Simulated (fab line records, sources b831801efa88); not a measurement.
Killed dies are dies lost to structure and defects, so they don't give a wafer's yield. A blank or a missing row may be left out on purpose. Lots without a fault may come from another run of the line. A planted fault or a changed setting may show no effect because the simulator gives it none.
Which tool did it? | flow gf180mcu | 13 lots, 39 wafers sampled, at 4 steps of a route of 602

WHAT THE GAUGES READ, wafer by wafer
GF_LVPWELL_TW_MEAS_11. Usual: LVPWELL_TW 561, standard deviation 4.5.
lot  | measured    | on            | LVPWELL_TW  | flag
L758 | day 4 02:42 | film_metro-04 | 565 562 559 |
L759 | day 4 06:13 | film_metro-03 | 557 555 558 |
L760 | day 4 07:26 | film_metro-04 | 563 562 564 |
L761 | day 4 11:43 | film_metro-04 | 564 563 561 |
L762 | day 5 02:17 | film_metro-02 | 556 553 557 |
L763 | day 5 05:50 | film_metro-02 | 559 557 555 |
L764 | day 5 09:14 | film_metro-04 | 564 565 567 |
L765 | day 5 17:01 | film_metro-02 | 554 553 548 |
L766 | day 6 01:03 | film_metro-04 | 562 566 565 |
L767 | day 6 04:41 | film_metro-03 | 561 561 562 |
L774 | day 7 17:38 | film_metro-03 | 556 561 560 |
L776 | day 8 04:24 | film_metro-04 | 569 568 568 |
L780 | day 9 01:36 | film_metro-03 | 556 558 559 |

WHICH TOOL RAN EACH LOT (tool, then ch and the chambers of the sampled wafers, then the start)
lot  | GF_STI_ETCH_14                  | GF_DNWELL_STRIP_08                  | GF_LVPWELL_SOFTBAKE_03
L758 | rie_si-01 ch 0,2,3, day 2 03:16 | plasma_asher-01 ch 0,1, day 3 01:17 | litho_track-02 ch 0, day 3 20:01
L759 | rie_si-02 ch 0,2,3, day 2 08:10 | plasma_asher-02 ch 0,1, day 3 04:56 | litho_track-01 ch 0, day 3 23:29
L760 | rie_si-01 ch 0,1,3, day 2 14:31 | plasma_asher-01 ch 0,1, day 3 07:04 | litho_track-01 ch 0, day 4 00:44
L761 | rie_si-02 ch 0,1,3, day 2 16:28 | plasma_asher-01 ch 0,1, day 3 09:11 | litho_track-02 ch 0, day 4 03:52
L762 | rie_si-02 ch 0,2,3, day 3 00:02 | plasma_asher-04 ch 0,1, day 3 22:44 | litho_track-04 ch 0, day 4 17:55
L763 | rie_si-01 ch 0,2,3, day 3 05:17 | plasma_asher-04 ch 0,1, day 4 01:26 | litho_track-01 ch 0, day 4 22:11
L764 | rie_si-02 ch 0,3, day 3 07:52   | plasma_asher-01 ch 0,1, day 4 05:38 | litho_track-01 ch 0, day 5 02:08
L765 | rie_si-01 ch 0,1,3, day 3 13:01 | plasma_asher-01 ch 0,1, day 4 12:05 | litho_track-01 ch 0, day 5 09:02
L766 | rie_si-01 ch 0,1, day 3 18:11   | plasma_asher-02 ch 0,1, day 4 18:35 | litho_track-04 ch 0, day 5 17:04
L767 | rie_si-02 ch 0,1,3, day 3 23:08 | plasma_asher-04 ch 0,1, day 4 23:29 | litho_track-04 ch 0, day 5 21:19
L774 | rie_si-02 ch 1,3, day 5 13:40   | plasma_asher-02 ch 1, day 6 09:25   | litho_track-01 ch 0, day 7 09:11
L776 | rie_si-01 ch 0,1,3, day 5 23:22 | plasma_asher-04 ch 0,1, day 6 19:03 | litho_track-01 ch 0, day 7 19:55
L780 | rie_si-02 ch 0,2,3, day 6 19:52 | plasma_asher-02 ch 0,1, day 7 15:58 | litho_track-04 ch 0, day 8 17:29
- GF_STI_ETCH_14: etches Si in HBr/Cl2/O2, target depth 360 nm, time 102.9 s.
- GF_DNWELL_STRIP_08: strips in O2/N2.
- GF_LVPWELL_SOFTBAKE_03

WHAT THE TOOLS THEMSELVES READ (means of the sampled wafers that have a number; where no wafer has one, the mark that the record gives instead)
GF_STI_ETCH_14. Usual: drypump_motor_current_A 5.5 A, standard deviation 0.43; oes_product_au 1.005 a.u., standard deviation 0.013; throttle_valve_pct 25.654 %, standard deviation 0.013.
lot  | tool      | drypump_motor_current_A (A) | oes_product_au (a.u.) | throttle_valve_pct (%) | flag
L758 | rie_si-01 | 5.2                         | 0.992                 | 25.659                 |
L759 | rie_si-02 | 5.6                         | 1.013                 | 25.644                 |
L760 | rie_si-01 | 5.2                         | 0.994                 | 25.666                 |
L761 | rie_si-02 | 5.9                         | 1.011                 | 25.656                 |
L762 | rie_si-02 | 5.6                         | 1.013                 | 25.651                 |
L763 | rie_si-01 | 5.2                         | 0.990                 | 25.655                 |
L764 | rie_si-02 | 5.9                         | 1.021                 | 25.650                 |
L765 | rie_si-01 | 5.2                         | 1.003                 | 25.655                 |
L766 | rie_si-01 | 5.2                         | 1.001                 | 25.660                 |
L767 | rie_si-02 | 5.9                         | 1.019                 | 25.644                 |
L774 | rie_si-02 | 5.9                         | 1.015                 | 25.638                 |
L776 | rie_si-01 | 5.2                         | 0.991                 | 25.662                 |
L780 | rie_si-02 | 5.6                         | 1.018                 | 25.645                 |

GF_DNWELL_STRIP_08. Usual: drypump_motor_current_A 5.65 A, standard deviation 0.24; heater_power_w 331 W, standard deviation 23; oes_product_au 0.722 a.u., standard deviation 0.0043; strip_time_to_endpoint_s 36.96 s, standard deviation 0.12.
lot  | tool            | drypump_motor_current_A (A) | heater_power_w (W) | oes_product_au (a.u.) | strip_time_to_endpoint_s (s) | flag
L758 | plasma_asher-01 | 5.51                        | 310                | 0.719                 | 36.85                        |
L759 | plasma_asher-02 | 5.91                        | 352                | 0.723                 | 36.95                        |
L760 | plasma_asher-01 | 5.50                        | 314                | 0.725                 | 36.96                        |
L761 | plasma_asher-01 | 5.50                        | 314                | 0.721                 | 36.84                        |
L762 | plasma_asher-04 | 5.78                        | 323                | 0.718                 | 36.87                        |
L763 | plasma_asher-04 | 5.59                        | 339                | 0.718                 | 36.97                        |
L764 | plasma_asher-01 | 5.56                        | 317                | 0.722                 | 36.87                        |
L765 | plasma_asher-01 | 5.53                        | 317                | 0.723                 | 36.82                        |
L766 | plasma_asher-02 | 5.75                        | 356                | 0.722                 | 36.85                        |
L767 | plasma_asher-04 | 5.80                        | 325                | 0.721                 | 37.06                        |
L774 | plasma_asher-02 | 5.61                        | 354                | 0.718                 | 36.91                        |
L776 | plasma_asher-04 | 5.61                        | 339                | 0.720                 | 37.06                        |
L780 | plasma_asher-02 | 5.92                        | 356                | 0.723                 | 37.02                        |

GF_LVPWELL_SOFTBAKE_03. Usual: exhaust_pa 45.0 Pa, standard deviation 0.79; heater_power_total_W 65.34 W, standard deviation 0.14; plate_temp_C 110.00 C, standard deviation 0.13.
lot  | tool           | exhaust_pa (Pa) | heater_power_total_W (W) | plate_temp_C (C) | flag
L758 | litho_track-02 | 44.9            | 65.27                    | 109.96           |
L759 | litho_track-01 | 44.1            | 65.26                    | 109.87           |
L760 | litho_track-01 | 45.1            | 65.36                    | 109.89           |
L761 | litho_track-02 | 45.1            | 65.33                    | 110.04           |
L762 | litho_track-04 | 44.3            | 65.36                    | 109.88           |
L763 | litho_track-01 | 44.3            | 65.39                    | 109.83           |
L764 | litho_track-01 | 45.6            | 65.32                    | 109.90           |
L765 | litho_track-01 | 45.7            | 65.35                    | 109.83           |
L766 | litho_track-04 | 45.1            | 65.43                    | 110.00           |
L767 | litho_track-04 | 46.1            | 65.22                    | 110.00           |
L774 | litho_track-01 | 44.4            | 64.71                    | 108.98           | OFF
L776 | litho_track-01 | 44.9            | 64.52                    | 109.19           | OFF
L780 | litho_track-04 | 44.8            | 65.29                    | 109.92           |

THE ANSWER, worked out from the rows above alone
Rule: a lot is off if the mean of its wafers that have a number lies more than 3 standard deviations from the usual mean. A lot without any number at a reading at which 4 lots or more have one is off too. The other lots that the step has rows for count as sound. The gauges are gone through in route order, then the tools' own readings, and for those a lot's mean is taken as printed above. The first step at which some lot is off is used, and at that step the reading that is off furthest; a lot without a number counts as furthest.
Off: L774, L776, at GF_LVPWELL_SOFTBAKE_03 (plate_temp_C).
A tool fits if, at that step or a process step before it, it ran every lot that is off, and no sound lot after the first of them. One fits: litho_track-01 at GF_LVPWELL_SOFTBAKE_03. Its last sound lot is L765 (day 5 09:02), its first lot that is off L774 (day 7 09:11): a fault that began between those two fits.
The tool's own readings at GF_LVPWELL_SOFTBAKE_03 bear it out: on the lots that are off they differ by more than 5 times the standard deviation of the sound lots' means. heater_power_total_W reads 64.61 W there against 65.33 W on the sound lots; plate_temp_C reads 109.09 C there against 109.92 C on the sound lots.

WHAT THE SIMULATOR HAD PUT IN
Process parameter drift: litho_track-01, from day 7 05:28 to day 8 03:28, at GF_LVPWELL_SOFTBAKE_03. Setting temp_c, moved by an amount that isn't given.
Lots struck among those shown: L774, L776. The rule above found the same.
